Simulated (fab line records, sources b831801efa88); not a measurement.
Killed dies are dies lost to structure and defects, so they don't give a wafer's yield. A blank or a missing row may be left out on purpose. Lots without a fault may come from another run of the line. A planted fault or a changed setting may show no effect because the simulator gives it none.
One fault seen from 2 desks | flow gf180mcu | each desk has only its own numbers; what lay behind them comes last

THE METROLOGY DESK
What the gauges read, lot by lot, whatever tool the lot ran on: means of the sampled wafers that have a number. A lot is out of limits, marked OUT, if its mean lies more than 4 standard deviations from the usual mean; the brackets give that distance.
Columns: A = STI_OXIDATION_02_THK at GF_STI_THK_MEAS_30, usual 9.99 nm; B = DNWELL_TW at GF_DNWELL_TW_MEAS_09, usual 1353; C = VT_IMPLANT_2_TW at GF_VT_IMPLANT_TW_MEAS_21, usual 1215
lot  | first seen here | A     | B    | C
L602 | day 2 20:13     | 10.13 | 1371 | 1197
L605 | day 3 11:20     | 10.22 | 1340 | 1218
L606 | day 3 18:32     | 9.69  | 1366 | 1225
L608 | day 3 22:18     | 10.17 | 1350 | 1195
L612 | day 4 20:18     | 9.89  | 1324 | 1234
L614 | day 5 01:47     | 9.81  | 1355 | 1224
L617 | day 5 16:55     | 9.69  | 1361 | 1232
L619 | day 6 03:17     | 9.83  | 1351 | 1195
L620 | day 6 09:36     | 9.91  | 1331 | 1193
L621 | day 6 14:39     | 10.11 | 1363 | 1229
L622 | day 6 18:27     | 10.34 | 1354 | 1232
L623 | day 6 23:39     | 9.96  | 1327 | 1192
L624 | day 7 04:46     | 10.23 | 1356 | 1228
This desk's finding: nothing out of limits on any of the 13 lots.

THE TOOL OWNER'S DESK: litho_track-02
The tool's own readings at GF_VT_IMPLANT_SOFTBAKE_03 (time 60 s): means of the sampled wafers that have a number, for each lot that ran on this tool. A lot is out of limits, marked OUT, if its mean lies more than 4 standard deviations from the usual mean; the brackets give that distance.
Columns: A = heater_power_total_W at GF_VT_IMPLANT_SOFTBAKE_03, usual 56.60 W; B = run_length_s at GF_VT_IMPLANT_SOFTBAKE_03, usual 89.18 s
lot  | first seen here | A                       | B
L606 | day 7 02:17     | 56.62                   | 89.38
L608 | day 7 04:11     | 56.60                   | 89.48
L612 | day 8 07:35     | 61.54 (+99 or more) OUT | 79.26 (-40) OUT
L614 | day 8 13:57     | 66.49 (+99 or more) OUT | 69.09 (-80) OUT
L624 | day 11 05:47    | 56.61                   | 89.43
This desk's finding: out of limits on L612, L614; first on L612, day 8 07:35 (heater_power_total_W at GF_VT_IMPLANT_SOFTBAKE_03). In limits: L606, L608, L624.

PUT TOGETHER
The tool owner's desk could have raised an alarm at day 8 07:35, on L612, L614.
The metrology desk saw nothing out of limits.
The metrology desk has L612, L614 on record, within its limits.
Of the lots named, all ran GF_VT_IMPLANT_SOFTBAKE_03 on litho_track-02.

WHAT THE SIMULATOR HAD PUT IN
Process parameter drift: litho_track-02, from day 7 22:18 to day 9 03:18, at GF_VT_IMPLANT_SOFTBAKE_03. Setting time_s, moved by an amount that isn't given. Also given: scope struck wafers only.
Lots struck among those shown: L612, L614.
Hours from the fault's start to each desk's first reading out of limits: the tool owner's desk, 9.
